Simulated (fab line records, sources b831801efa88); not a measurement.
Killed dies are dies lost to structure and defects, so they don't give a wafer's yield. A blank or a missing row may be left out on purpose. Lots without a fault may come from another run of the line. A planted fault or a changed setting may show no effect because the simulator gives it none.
A sampling plan put to the test | flow sky130 | one fab line, 18 faults that these records tell of, each judged on the records of the lots that it struck
The plan is the line's own looks: the steps of the route at which a gauge or an inspection reads the wafer and doesn't change it. A look can be judged if struck wafers have a number there and the file gives its usual mean and standard deviation on fault-free wafers. Caught: at a look after the fault's first step, the mean of the struck wafers lies 4 or more of those standard deviations (sigma) from the usual mean. On the tool: the same test on the tool's own readings at the fault's steps. Another recipe on the struck wafers, or a record that is blank for them alone, also counts as caught.

THE FAULTS, as the simulator had put them in
1. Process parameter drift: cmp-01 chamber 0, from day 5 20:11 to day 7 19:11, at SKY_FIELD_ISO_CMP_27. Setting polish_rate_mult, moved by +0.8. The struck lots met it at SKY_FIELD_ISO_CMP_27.
2. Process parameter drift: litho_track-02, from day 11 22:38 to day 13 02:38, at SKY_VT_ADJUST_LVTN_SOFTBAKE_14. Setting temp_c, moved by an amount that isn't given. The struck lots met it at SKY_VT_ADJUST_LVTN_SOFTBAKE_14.
3. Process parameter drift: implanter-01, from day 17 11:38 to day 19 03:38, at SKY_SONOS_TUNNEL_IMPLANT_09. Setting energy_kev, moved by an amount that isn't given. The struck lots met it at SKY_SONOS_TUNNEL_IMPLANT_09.
4. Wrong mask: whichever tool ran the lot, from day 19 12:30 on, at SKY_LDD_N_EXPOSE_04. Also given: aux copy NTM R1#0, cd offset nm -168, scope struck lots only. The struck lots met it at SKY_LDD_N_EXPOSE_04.
5. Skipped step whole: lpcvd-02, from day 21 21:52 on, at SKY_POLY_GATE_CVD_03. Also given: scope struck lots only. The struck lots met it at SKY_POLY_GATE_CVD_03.
6. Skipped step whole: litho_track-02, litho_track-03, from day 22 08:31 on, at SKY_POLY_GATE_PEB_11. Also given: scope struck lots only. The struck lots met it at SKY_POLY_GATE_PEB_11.
7. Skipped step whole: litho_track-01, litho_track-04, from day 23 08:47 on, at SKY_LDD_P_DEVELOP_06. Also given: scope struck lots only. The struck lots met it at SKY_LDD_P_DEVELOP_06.
8. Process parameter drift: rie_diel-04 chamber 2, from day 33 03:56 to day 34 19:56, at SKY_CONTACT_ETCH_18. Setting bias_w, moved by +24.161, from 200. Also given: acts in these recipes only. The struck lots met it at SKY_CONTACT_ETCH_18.
9. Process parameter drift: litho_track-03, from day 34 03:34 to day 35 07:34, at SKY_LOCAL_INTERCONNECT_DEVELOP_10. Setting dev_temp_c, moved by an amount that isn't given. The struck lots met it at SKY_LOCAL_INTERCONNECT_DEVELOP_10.
10. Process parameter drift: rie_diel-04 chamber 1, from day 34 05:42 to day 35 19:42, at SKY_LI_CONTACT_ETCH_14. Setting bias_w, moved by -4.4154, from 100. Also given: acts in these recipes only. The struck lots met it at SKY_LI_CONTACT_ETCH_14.
11. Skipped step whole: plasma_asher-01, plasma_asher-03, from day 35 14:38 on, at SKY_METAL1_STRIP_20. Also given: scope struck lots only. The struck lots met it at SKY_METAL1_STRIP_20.
12. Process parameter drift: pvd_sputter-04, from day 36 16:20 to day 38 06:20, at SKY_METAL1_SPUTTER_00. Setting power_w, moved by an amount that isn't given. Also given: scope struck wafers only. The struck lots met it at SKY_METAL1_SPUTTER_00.
13. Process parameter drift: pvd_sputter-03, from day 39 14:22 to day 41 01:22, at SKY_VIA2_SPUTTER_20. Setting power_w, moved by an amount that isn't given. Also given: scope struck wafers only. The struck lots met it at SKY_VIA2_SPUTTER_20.
14. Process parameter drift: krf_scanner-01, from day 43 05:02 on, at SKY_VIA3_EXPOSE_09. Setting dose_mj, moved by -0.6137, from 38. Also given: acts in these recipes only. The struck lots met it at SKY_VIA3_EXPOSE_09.
15. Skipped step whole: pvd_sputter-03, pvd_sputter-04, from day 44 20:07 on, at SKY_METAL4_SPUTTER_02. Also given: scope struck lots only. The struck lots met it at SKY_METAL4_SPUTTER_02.
16. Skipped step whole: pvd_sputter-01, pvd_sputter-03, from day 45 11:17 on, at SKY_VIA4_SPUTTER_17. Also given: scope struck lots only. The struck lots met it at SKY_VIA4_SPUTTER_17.
17. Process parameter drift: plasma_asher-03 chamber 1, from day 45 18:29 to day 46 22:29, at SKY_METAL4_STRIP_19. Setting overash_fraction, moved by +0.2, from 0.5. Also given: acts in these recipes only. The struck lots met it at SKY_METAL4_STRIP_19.
18. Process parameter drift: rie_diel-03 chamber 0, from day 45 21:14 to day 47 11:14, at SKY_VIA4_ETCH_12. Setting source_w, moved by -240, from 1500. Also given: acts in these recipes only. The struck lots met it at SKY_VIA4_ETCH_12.

WHAT THE PLAN SAW
fault | on the tool itself                               | first look that catches it                   | reading, sigma | median hours from its first step to that look | hours from the fault's start to the first struck lot there | judged looks passed uncaught
1     | time_to_endpoint_s -12 sigma                     | not the one look that can be judged after it | -              | -                                             | -                                                          | 1
2     | heater_power_total_W -29 sigma                   | no look after it can be judged               | -              | -                                             | -                                                          | 0
3     | beam_energy_keV -99 or beyond sigma              | no look after it can be judged               | -              | -                                             | -                                                          | 0
4     | under 2 sigma                                    | no look after it can be judged               | -              | -                                             | -                                                          | 0
5     | the tool's record is blank for the struck wafers | no look after it can be judged               | -              | -                                             | -                                                          | 0
6     | no reading that can be judged                    | no look after it can be judged               | -              | -                                             | -                                                          | 0
7     | the tool's record is blank for the struck wafers | no look after it can be judged               | -              | -                                             | -                                                          | 0
8     | bias_w +42 sigma                                 | no look after it can be judged               | -              | -                                             | -                                                          | 0
9     | developer_temp_C +8.6 sigma                      | no look after it can be judged               | -              | -                                             | -                                                          | 0
10    | bias_w -14 sigma                                 | not the one look that can be judged after it | -              | -                                             | -                                                          | 1
11    | the tool's record is blank for the struck wafers | no look after it can be judged               | -              | -                                             | -                                                          | 0
12    | cathode_dc_power_W -99 or beyond sigma           | no look after it can be judged               | -              | -                                             | -                                                          | 0
13    | cathode_dc_power_W +99 or beyond sigma           | no look after it can be judged               | -              | -                                             | -                                                          | 0
14    | exposure_dose_mJ_cm2 -14 sigma                   | no look after it can be judged               | -              | -                                             | -                                                          | 0
15    | the tool's record is blank for the struck wafers | no look after it can be judged               | -              | -                                             | -                                                          | 0
16    | the tool's record is blank for the struck wafers | no look after it can be judged               | -              | -                                             | -                                                          | 0
17    | under 2 sigma                                    | no look after it can be judged               | -              | -                                             | -                                                          | 0
18    | rf_fwd_power_W -47 sigma                         | no look after it can be judged               | -              | -                                             | -                                                          | 0
A dash: the fault isn't caught, or these records don't give the number.

Caught at a look: 0 of 18. Caught on the tool: 15 of 18. By one or the other: 15 of 18.
Caught on the tool alone: faults 1, 2, 3, 5, 7, 8, 9, 10, 11, 12, 13, 14, 15, 16, 18.
Caught by neither: faults 4, 6, 17.
